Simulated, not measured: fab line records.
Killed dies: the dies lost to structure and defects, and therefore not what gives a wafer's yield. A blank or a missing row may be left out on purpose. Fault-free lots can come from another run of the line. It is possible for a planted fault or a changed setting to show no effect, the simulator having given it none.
fab line records | flow sky130
[record] lots = 12 wafers = 36 last-day = 50
route steps=708 shown LDD_N@254 LDD_P@262 POLY_CUT@315 SD_P@330 PAD_OPEN@708
lots untouched by any fault: they come from a run of this same line in which no faults occurred
start-h: hours from the record's opening day to when the first of the lot's shown wafers began | wait-h: time in hours since the lot's previous step | " same as the row above | L1.1+2: a row that stands for several wafers | - no value, or no start given | * or withheld: withheld | < > ~ a bound
route shown NAME@n: a module of which the file shows steps, and the number in the route of the first | usual: mean/standard deviation taken from wafers without a fault | same: alike in all rows | chamber/n: place in a boat | sites: per-site readings | _std_site: how widely they spread, as a standard deviation | _edge_site: the outer-site mean with the inner-site mean subtracted | radius-mm: for every site, how far away it sits from the centre of the wafer | mask NAME#n: copy n | behind: tool/chamber where the wafer was last shaped | hold: cause of the lot's hold/its duration in hours/its outcome | device: whichever transistor did not switch (one of n, p or np) | end of line: the same wafers' tests at the end of the route | step lacking rows: just its recipe | killed: the dies lost at the first sort to structure and to defects; this is not the yield of the wafer | map: per-die view of a wafer (x killed, . not killed, _ where there is no die)
set.NAME: the run value of the setting; set.NAME@STEP: its run value at that earlier step | model.NAME: the simulator's own value behind a step, which no gauge read
steps of the route over a sample of lots; a table a step, a row a wafer
services: from which hour (start-h, from the record's first day; less than 0 if before it) a tool's chamber was out of use, for how many hours, and why
[[steps]]
[step SKY_LDD_N_TW_MEAS_17]
[usual] LDD_N_TW = 2579/32
// columns lot.wafer tool chamber start-h wait-h LDD_N_TW
L272.4 film-metro-01 - 419.66 0.1 2611
L272.5 " - " " 2587
L272.6 " - " " 2600
L275.2 film-metro-01 - 448.87 0.1 2614
L275.5 " - " " 2596
L275.6 " - " " 2594
L278.1 film-metro-01 - 473.83 0.1 2611
L278.2 " - " " 2605
L278.6 " - " " 2618
L279.1 film-metro-01 - 492.41 0.1 2611
L279.2 " - " " 2605
L279.4 " - " " 2611
L280.2 film-metro-04 - 493.84 0.1 2577
L280.3 " - " " 2566
L280.6 " - " " 2565
L281.2 film-metro-03 - 498.44 0.1 2512
L281.3 " - " " 2517
L281.4 " - " " 2518
L282.1 film-metro-03 - 503.96 0.1 2524
L282.4 " - " " 2546
L282.5 " - " " 2547
L284.1 film-metro-04 - 522.38 0.1 2569
L284.2 " - " " 2566
L284.5 " - " " 2571
L285.2 film-metro-01 - 532.34 0.1 2613
L285.3 " - " " 2613
L285.6 " - " " 2617
L286.1 film-metro-03 - 538.21 0.1 2539
L286.2 " - " " 2539
L286.5 " - " " 2544
L289.2 film-metro-04 - 565.89 0.1 2560
L289.4 " - " " 2565
L289.5 " - " " 2571
L294.2 film-metro-03 - 604.14 0.1 2527
L294.4 " - " " 2538
L294.5 " - " " 2531
[step SKY_LDD_P_CD_MEAS_07]
[recipe] target-cd-nm = 380
[usual] cd-nm = 379.9/2.9
// columns lot.wafer tool chamber start-h wait-h cd-nm
L272.4 cd-sem-02 - 450.31 0.1 379.0
L272.5 " - " " 379.5
L272.6 " - " " 378.9
L275.2 cd-sem-01 - 479.47 0.1 378.4
L275.5 " - " " 377.6
L275.6 " - " " 376.7
L278.1 cd-sem-01 - 504.77 0.1 381.5
L278.2 " - " " 381.0
L278.6 " - " " 382.9
L279.1 cd-sem-02 - 522.67 0.1 377.1
L279.2 " - " " 377.5
L279.4 " - " " 378.8
L280.2 cd-sem-02 - 523.92 0.1 379.8
L280.3 " - " " 378.3
L280.6 " - " " 377.6
L281.2 cd-sem-01 - 527.99 0.1 378.9
L281.3 " - " " 378.8
L281.4 " - " " 377.4
L282.1 cd-sem-01 - 533.85 0.1 376.6
L282.4 " - " " 376.3
L282.5 " - " " 375.8
L284.1 cd-sem-02 - 553.02 0.1 379.7
L284.2 " - " " 378.3
L284.5 " - " " 377.9
L285.2 cd-sem-02 - 562.42 0.1 376.5
L285.3 " - " " 379.4
L285.6 " - " " 377.3
L286.1 cd-sem-01 - 569.00 0.1 379.9
L286.2 " - " " 381.2
L286.5 " - " " 380.3
L289.2 cd-sem-01 - 594.89 0.1 379.8
L289.4 " - " " 381.7
L289.5 " - " " 378.9
L294.2 cd-sem-01 - 633.57 0.1 375.6
L294.4 " - " " 375.1
L294.5 " - " " 377.2
[step SKY_POLY_CUT_CD_MEAS_08]
[recipe] target-cd-nm = 270
[usual] cd-nm = 269.9/1.4
// columns lot.wafer tool chamber start-h wait-h cd-nm
L272.4 cd-sem-02 - 573.53 - 268.5
L272.5 " - " " 267.6
L272.6 " - " " 268.1
L275.2 cd-sem-01 - 603.86 - 268.2
L275.5 " - " " 268.0
L275.6 " - " " 267.9
L278.1 cd-sem-01 - 631.04 - 268.8
L278.2 " - " " 268.7
L278.6 " - " " 268.9
L279.1 cd-sem-02 - 646.07 - 270.7
L279.2 " - " " 271.6
L279.4 " - " " 272.8
L280.2 cd-sem-01 - 646.86 - 269.4
L280.3 " - " " 269.1
L280.6 " - " " 269.5
L281.2 cd-sem-01 - 651.04 - 271.4
L281.3 " - " " 271.5
L281.4 " - " " 270.7
L282.1 cd-sem-01 - 655.72 - 269.3
L282.4 " - " " 269.5
L282.5 " - " " 269.1
L284.1 cd-sem-02 - 674.04 - 268.3
L284.2 " - " " 268.9
L284.5 " - " " 268.4
L285.2 cd-sem-01 - 684.36 - 270.7
L285.3 " - " " 270.3
L285.6 " - " " 270.4
L286.1 cd-sem-01 - 688.70 - 272.1
L286.2 " - " " 271.3
L286.5 " - " " 271.5
L289.2 cd-sem-01 - 714.22 - 271.2
L289.4 " - " " 271.5
L289.5 " - " " 270.6
L294.2 cd-sem-02 - 748.62 - 268.2
L294.4 " - " " 269.1
L294.5 " - " " 267.8
[step SKY_POLY_CUT_STRIP_12]
[recipe] chemistry = O2/N2 power-w = 1400 pressure-mtorr = 1500 platen-temp-c = withheld o2-flow-sccm = 3000 n2-flow-sccm = 300 overash-fraction = 0.5
[usual] chamber-pressure-mTorr = 1499.8/1.3 drypump-motor-current-A = 5.9/0.3 n2-flow-sccm = 300.0/0.88 oes-product-au = 0.453/0.0052 strip-time-to-endpoint-s = 5.352/0.018
// columns lot.wafer tool chamber start-h wait-h chamber-pressure-mTorr drypump-motor-current-A n2-flow-sccm oes-product-au rf-hours-counter-h strip-time-to-endpoint-s
L272.4 plasma-asher-04 1 573.74 0.0 1500.8 5.7 300.5 0.464 - 5.355
L272.5 " 1 " " 1498.1 5.7 300.0 0.451 - 5.368
L272.6 " 0 " " 1499.8 5.3 300.7 0.454 - 5.348
L275.2 plasma-asher-03 0 604.08 0.0 1499.2 5.9 299.3 0.440 91 5.348
L275.5 " 0 " " 1501.0 5.9 299.1 0.450 - 5.363
L275.6 " 1 " " 1503.4 6.1 300.8 0.448 - 5.340
L278.1 plasma-asher-02 0 631.28 0.0 1498.9 5.7 301.2 0.448 48 5.350
L278.2 " 1 " " 1501.1 6.3 301.2 0.456 48 5.361
L278.6 " 0 " " 1497.3 5.7 300.6 0.451 - 5.375
L279.1 plasma-asher-04 1 646.30 0.0 1498.1 5.7 299.8 0.455 83 5.356
L279.2 " 0 " " 1500.7 5.3 301.2 0.448 83 5.365
L279.4 " 1 " " 1500.1 5.7 301.0 0.457 - 5.353
L280.2 plasma-asher-03 0 647.08 0.0 1497.9 6.0 300.6 0.455 95 5.372
L280.3 " 0 " " 1501.7 5.9 300.3 0.447 - 5.370
L280.6 " 1 " " 1499.5 6.1 300.8 0.443 - 5.328
L281.2 plasma-asher-02 0 651.25 0.0 1498.6 5.7 300.3 0.442 50 5.334
L281.3 " 1 " " 1501.5 6.2 299.5 0.453 - 5.324
L281.4 " 0 " " 1501.8 5.7 301.2 0.453 - 5.339
L282.1 plasma-asher-02 0 655.95 0.0 1499.2 5.7 299.5 0.460 50 5.376
L282.4 " 0 " " 1499.1 5.7 299.6 0.447 - 5.360
L282.5 " 1 " " 1500.8 6.3 300.5 0.444 - 5.345
L284.1 plasma-asher-04 0 674.28 0.0 - - - - - -
L284.2 " 1 " " - - - - - -
L284.5 " 1 " " - - - - - -
L285.2 plasma-asher-03 0 684.58 0.0 - - - - - -
L285.3 " 1 " " - - - - - -
L285.6 " 1 " " - - - - - -
L286.1 plasma-asher-02 0 688.94 0.0 - - - - - -
L286.2 " 1 " " - - - - - -
L286.5 " 0 " " - - - - - -
L289.2 plasma-asher-04 0 714.44 0.0 1499.7 5.3 302.3 0.450 89 5.346
L289.4 " 1 " " 1496.8 5.7 298.1 0.455 - 5.371
L289.5 " 0 " " 1499.5 5.3 300.9 0.451 - 5.368
L294.2 plasma-asher-03 0 748.84 0.0 1500.2 5.9 300.3 0.459 1 5.372
L294.4 " 1 " " 1499.7 6.1 298.9 0.471 - 5.369
L294.5 " 0 " " 1497.2 5.9 302.1 0.448 - 5.366
[step SKY_SD_P_STRIP_10]
[recipe] chemistry = O2/N2 power-w = 1400 pressure-mtorr = 1500 platen-temp-c = withheld o2-flow-sccm = 3000 n2-flow-sccm = 300 overash-fraction = 0.5
[usual] chamber-pressure-mTorr = 1500.1/1.3 drypump-motor-current-A = 5.7/0.44 n2-flow-sccm = 299.9/0.86 oes-product-au = 0.616/0.0045 strip-time-to-endpoint-s = 17.54/0.041
// columns lot.wafer tool chamber start-h wait-h chamber-pressure-mTorr drypump-motor-current-A n2-flow-sccm oes-product-au rf-hours-counter-h strip-time-to-endpoint-s
L272.4 plasma-asher-02 1 603.10 0.1 1499.9 6.3 299.8 0.622 - 17.52
L272.5 " 0 " " 1501.7 5.7 300.6 0.619 - 17.54
L272.6 " 1 " " 1499.3 6.3 298.5 0.616 - 17.55
L275.2 plasma-asher-01 0 634.07 0.1 1499.5 6.3 298.7 0.615 21 17.52
L275.5 " 1 " " 1497.8 5.2 301.0 0.617 - 17.49
L275.6 " 0 " " 1497.6 6.3 300.3 0.614 - 17.48
L278.1 plasma-asher-04 0 660.38 0.1 1499.9 5.3 299.3 0.615 84 17.61
L278.2 " 1 " " 1501.0 5.7 299.3 0.616 84 17.59
L278.6 " 0 " " 1501.4 5.3 299.0 0.613 - 17.63
L279.1 plasma-asher-01 0 675.58 0.1 1501.0 6.2 300.2 0.616 25 17.59
L279.2 " 1 " " 1498.5 5.2 299.6 0.623 25 17.57
L279.4 " 0 " " 1499.0 6.3 301.3 0.611 - 17.56
L280.2 plasma-asher-01 1 676.12 0.1 1499.9 5.2 298.6 0.610 25 17.52
L280.3 " 1 " " 1501.6 5.1 300.3 0.619 - 17.54
L280.6 " 0 " " 1498.7 6.3 299.2 0.615 - 17.53
L281.2 plasma-asher-02 0 679.82 0.1 1503.4 5.7 300.4 0.611 53 17.56
L281.3 " 1 " " 1501.0 6.2 300.9 0.614 - 17.55
L281.4 " 0 " " 1500.0 5.7 299.2 0.616 - 17.51
L282.1 plasma-asher-04 1 685.07 0.1 1503.2 5.7 299.5 0.616 86 17.54
L282.4 " 1 " " 1500.7 5.7 299.1 0.613 - 17.54
L282.5 " 0 " " 1498.8 5.3 300.6 0.614 - 17.50
L284.1 plasma-asher-01 0 702.90 0.1 1499.5 6.3 300.2 0.573 27 22.93
L284.2 " 1 " " 1502.2 5.1 299.7 0.576 27 22.90
L284.5 " 0 " " 1500.2 6.3 300.6 0.573 - 22.92
L285.2 plasma-asher-01 0 713.12 0.1 1499.6 6.3 299.3 0.580 28 22.93
L285.3 " 0 " " 1500.1 6.3 299.8 0.576 - 22.93
L285.6 " 0 " " 1500.7 6.3 300.2 0.580 - 22.97
L286.1 plasma-asher-04 0 717.82 0.1 1499.9 5.3 298.9 0.576 90 22.86
L286.2 " 1 " " 1499.0 5.7 298.7 0.580 90 22.88
L286.5 " 0 " " 1499.7 5.3 298.2 0.568 - 22.91
L289.2 plasma-asher-02 1 742.02 0.1 1499.3 6.3 300.5 0.613 59 17.49
L289.4 " 1 " " 1500.9 6.3 300.3 0.621 - 17.51
L289.5 " 0 " " 1500.4 5.7 299.3 0.613 - 17.45
L294.2 plasma-asher-02 1 775.27 0.1 1499.0 6.3 298.4 0.628 62 17.58
L294.4 " 0 " " 1499.8 5.7 300.0 0.619 - 17.51
L294.5 " 1 " " 1500.1 6.3 299.0 0.617 - 17.55
[step SKY_SD_P_TW_MEAS_11]
[usual] SD_P_TW = 2820/41
// columns lot.wafer tool chamber start-h wait-h hold SD_P_TW
L272.4 film-metro-01 - 603.20 0.1 - 2861
L272.5 " - " " - 2858
L272.6 " - " " - 2871
L275.2 film-metro-03 - 634.18 0.1 - 2775
L275.5 " - " " - 2791
L275.6 " - " " - 2777
L278.1 film-metro-01 - 660.48 0.1 - 2873
L278.2 " - " " - 2871
L278.6 " - " " - 2869
L279.1 film-metro-03 - 675.68 0.1 - 2790
L279.2 " - " " - 2790
L279.4 " - " " - 2780
L280.2 film-metro-02 - 676.23 0.1 - 2857
L280.3 " - " " - 2849
L280.6 " - " " - 2850
L281.2 film-metro-02 - 679.93 0.1 - 2854
L281.3 " - " " - 2856
L281.4 " - " " - 2848
L282.1 film-metro-03 - 685.17 0.1 - 2758
L282.4 " - " " - 2774
L282.5 " - " " - 2773
L284.1 film-metro-03 - 703.00 0.1 await-dispo/0.2h/release 29
L284.2 " - " " await-dispo/0.2h/release 30
L284.5 " - " " await-dispo/0.2h/release 29
L284.1 film-metro-03 - 703.23 0.2 - 29
L284.2 " - " " - 30
L284.5 " - " " - 30
L285.2 film-metro-03 - 713.23 0.1 await-dispo/0.2h/release 29
L285.3 " - " " await-dispo/0.2h/release 30
L285.6 " - " " await-dispo/0.2h/release 30
L285.2 film-metro-03 - 713.46 0.2 - 29
L285.3 " - " " - 29
L285.6 " - " " - 29
L286.1 film-metro-03 - 717.92 0.1 await-dispo/0.2h/release 30
L286.2 " - " " await-dispo/0.2h/release 30
L286.5 " - " " await-dispo/0.2h/release 29
L286.1 film-metro-03 - 718.15 0.2 - 29
L286.2 " - " " - 29
L286.5 " - " " - 29
L289.2 film-metro-03 - 742.13 0.1 - 2774
L289.4 " - " " - 2770
L289.5 " - " " - 2764
L294.2 film-metro-01 - 775.38 0.1 - 2868
L294.4 " - " " - 2846
L294.5 " - " " - 2859
[step SKY_PAD_OPEN_PROBE_99]
[usual] defect-limited-yield = 82.9/1.9 killed_at_M0_to_M3 = 42/6.3 killed_at_M4_up = 2.8/1.9 killed-at-contacts = 23/5.3 killed-at-front-end = 16/4.3 killed-at-other = 0.2/0.51 killed-dies = 84/9.3 killed-open = 46/7.6 killed-short = 38/6.3 sort_bin_3_pad_short = 0.8/0.41 sort_bin_5_function = 10.0/1.4 sort_bin_6_memory = 6.2/1.1 sort-n-pass = 408/9.3 sort-yield-pct = 82.9/1.9
[same] gross-dies = 492 killed-at-back-side = 0 sort_bin_4_leakage[%] = 0 sort_bin_8_speed[%] = 0
// columns lot.wafer tool chamber start-h wait-h defect-limited-yield[%] killed_at_M0_to_M3 killed_at_M4_up killed-at-contacts killed-at-front-end killed-at-other killed-dies killed-open killed-short sort_bin_3_pad_short[%] sort_bin_5_function[%] sort_bin_6_memory[%] sort-n-pass sort-yield-pct[%]
L275.2 prober-02 - 1118.78 0.1 82.7 55 3 15 12 0 85 49 36 0.6 11.8 4.9 407 82.7
L275.5 prober-02 - 1118.93 0.2 80.5 40 2 33 20 1 96 58 38 1.0 10.8 7.7 396 80.5
L275.6 prober-02 - 1118.98 0.2 84.3 44 4 17 12 0 77 50 27 0.4 7.7 7.5 415 84.3
L280.2 prober-01 - 1140.75 0.1 81.7 44 6 20 20 0 90 52 38 0.4 11.0 6.9 402 81.7
L280.3 prober-01 - 1140.80 0.2 84.6 40 4 24 8 0 76 43 33 1.0 9.8 4.7 416 84.6
L280.6 prober-01 - 1140.95 0.2 82.1 43 6 26 12 1 88 47 41 0.4 11.6 5.9 404 82.1
L282.1 prober-01 - 1147.57 0.1 79.9 43 5 22 29 0 99 54 45 0.4 12.6 7.1 393 79.9
L282.4 prober-01 - 1147.72 0.2 83.1 51 3 21 8 0 83 51 32 0.8 9.3 6.7 409 83.1
L282.5 prober-01 - 1147.77 0.2 83.7 33 5 25 17 0 80 38 42 0.8 7.7 7.7 412 83.7
L281.2 prober-01 - 1176.62 0.1 81.9 38 5 29 17 0 89 44 45 1.8 9.8 6.5 403 81.9
L281.3 prober-01 - 1176.67 0.2 81.5 48 4 19 19 1 91 46 45 1.2 11.4 5.9 401 81.5
L281.4 prober-01 - 1176.72 0.2 84.3 36 2 26 13 0 77 40 37 0.8 9.1 5.7 415 84.3
// killed by level:class
L275.2 VIA1:geometric-particle:open=12 VIA3:geometric-particle:open=9 METAL2:geometric-particle:short=8 VIA1:geometric-particle:short=5 LI_CONTACT:geometric-particle:open=5 CONTACT:geometric-particle:open=5 VIA2:geometric-particle:open=5 FIELD_ISO:geometric-particle:open=4
L275.5 CONTACT:geometric-particle:open=13 VIA2:geometric-particle:open=12 VIA1:geometric-particle:open=8 POLY_GATE:geometric-particle:open=7 LI_CONTACT:geometric-particle:open=7 LI_CONTACT:geometric-particle:short=5 VIA3:geometric-particle:open=5 VIA1:geometric-particle:short=5
L275.6 VIA1:geometric-particle:open=16 VIA3:geometric-particle:open=7 CONTACT:geometric-particle:open=6 LI_CONTACT:geometric-particle:open=5 FIELD_ISO:geometric-particle:open=3 CONTACT:geometric-particle:short=3 METAL1:geometric-particle:short=3 METAL1:geometric-particle:open=3
L280.2 VIA1:geometric-particle:open=15 CONTACT:geometric-particle:open=9 LI_CONTACT:geometric-particle:open=7 FIELD_ISO:geometric-particle:short=6 VIA2:geometric-particle:open=6 METAL1:geometric-particle:short=5 METAL2:geometric-particle:short=4 METAL4:geometric-particle:short=4
L280.3 CONTACT:geometric-particle:open=9 METAL1:geometric-particle:short=9 VIA1:geometric-particle:open=8 VIA3:geometric-particle:open=7 VIA2:geometric-particle:open=6 CONTACT:geometric-particle:short=5 LI_CONTACT:geometric-particle:open=4 LOCAL_INTERCONNECT:geometric-particle:short=4
L280.6 CONTACT:geometric-particle:open=12 VIA2:geometric-particle:open=8 LI_CONTACT:geometric-particle:open=5 METAL2:geometric-particle:short=5 CONTACT:geometric-particle:short=5 VIA1:geometric-particle:short=5 VIA2:geometric-particle:short=5 METAL3:geometric-particle:short=5
L282.1 VIA1:geometric-particle:open=13 CONTACT:geometric-particle:open=9 FIELD_ISO:geometric-particle:open=7 POLY_GATE:geometric-particle:open=7 LI_CONTACT:geometric-particle:open=7 POLY_GATE:geometric-particle:short=6 VIA2:geometric-particle:short=6 VIA1:geometric-particle:short=5
L282.4 VIA1:geometric-particle:open=11 VIA3:geometric-particle:open=11 VIA2:geometric-particle:open=10 CONTACT:geometric-particle:short=7 CONTACT:geometric-particle:open=7 LI_CONTACT:geometric-particle:open=5 VIA1:geometric-particle:short=5 METAL1:geometric-particle:short=4
L282.5 FIELD_ISO:geometric-particle:short=9 CONTACT:geometric-particle:short=8 CONTACT:geometric-particle:open=7 FIELD_ISO:geometric-particle:open=6 VIA2:geometric-particle:open=6 VIA1:geometric-particle:open=6 METAL2:geometric-particle:short=6 LI_CONTACT:geometric-particle:open=4
L281.2 CONTACT:geometric-particle:open=10 VIA2:geometric-particle:open=8 VIA1:geometric-particle:open=7 FIELD_ISO:geometric-particle:short=6 POLY_GATE:geometric-particle:open=6 LOCAL_INTERCONNECT:geometric-particle:short=6 CONTACT:geometric-particle:short=6 LI_CONTACT:geometric-particle:open=5
L281.3 VIA1:geometric-particle:open=9 CONTACT:geometric-particle:open=8 CONTACT:geometric-particle:short=8 METAL1:geometric-particle:short=8 VIA3:geometric-particle:open=7 METAL2:geometric-particle:short=6 FIELD_ISO:geometric-particle:open=5 VIA2:geometric-particle:open=5
L281.4 CONTACT:geometric-particle:open=9 VIA1:geometric-particle:open=9 LI_CONTACT:geometric-particle:open=6 VIA2:geometric-particle:open=6 METAL2:geometric-particle:short=6 CONTACT:geometric-particle:short=5 FIELD_ISO:geometric-particle:open=4 LOCAL_INTERCONNECT:geometric-particle:short=4
[[services]]
// columns tool chamber start-h hours kind
plasma-asher-02 - 551.50 1.8 repair
plasma-asher-02 - 568.99 3.5 repair
plasma-asher-04 - 615.03 3.9 repair
plasma-asher-01 - 636.09 1.2 repair
plasma-asher-04 - 666.31 0.5 repair
plasma-asher-01 - 698.82 3.3 repair
plasma-asher-03 - 733.75 9.0 pm
plasma-asher-03 0 733.75 9.0 vent-cycle
plasma-asher-03 1 733.75 9.0 vent-cycle
plasma-asher-03 0 742.75 - clean
plasma-asher-03 1 742.75 - clean
[[key]]
[first-sign] step = SKY_POLY_CUT_STRIP_12 reading = tool-record direction = missing
[effect] step = SKY_SD_P_STRIP_10 reading = strip-time-to-endpoint-s direction = up sigmas = 99+ usual = * struck = *
[effect] step = SKY_SD_P_TW_MEAS_11 reading = visit direction = added
[effect] step = SKY_SD_P_TW_MEAS_11 reading = SD_P_TW direction = down sigmas = 67 usual = 2820 struck = 29
met-at SKY_POLY_CUT_STRIP_12
struck-lots L284,L285,L286
scrapped-behind SKY_SD_P_TW_MEAS_11 L284.1,L284.2,L284.5,L285.2,L285.3,L285.6,L286.1,L286.2,L286.5
not-acting-at SKY_LDD_N_TW_MEAS_17,SKY_LDD_P_CD_MEAS_07,SKY_POLY_CUT_CD_MEAS_08
onset-between 655.95 674.28
[fault] kind = skipped-step-whole tool = plasma-asher-02,plasma-asher-03,plasma-asher-04 chamber = - onset-h = 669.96 steps = SKY_POLY_CUT_STRIP_12 scope = struck-lots-only
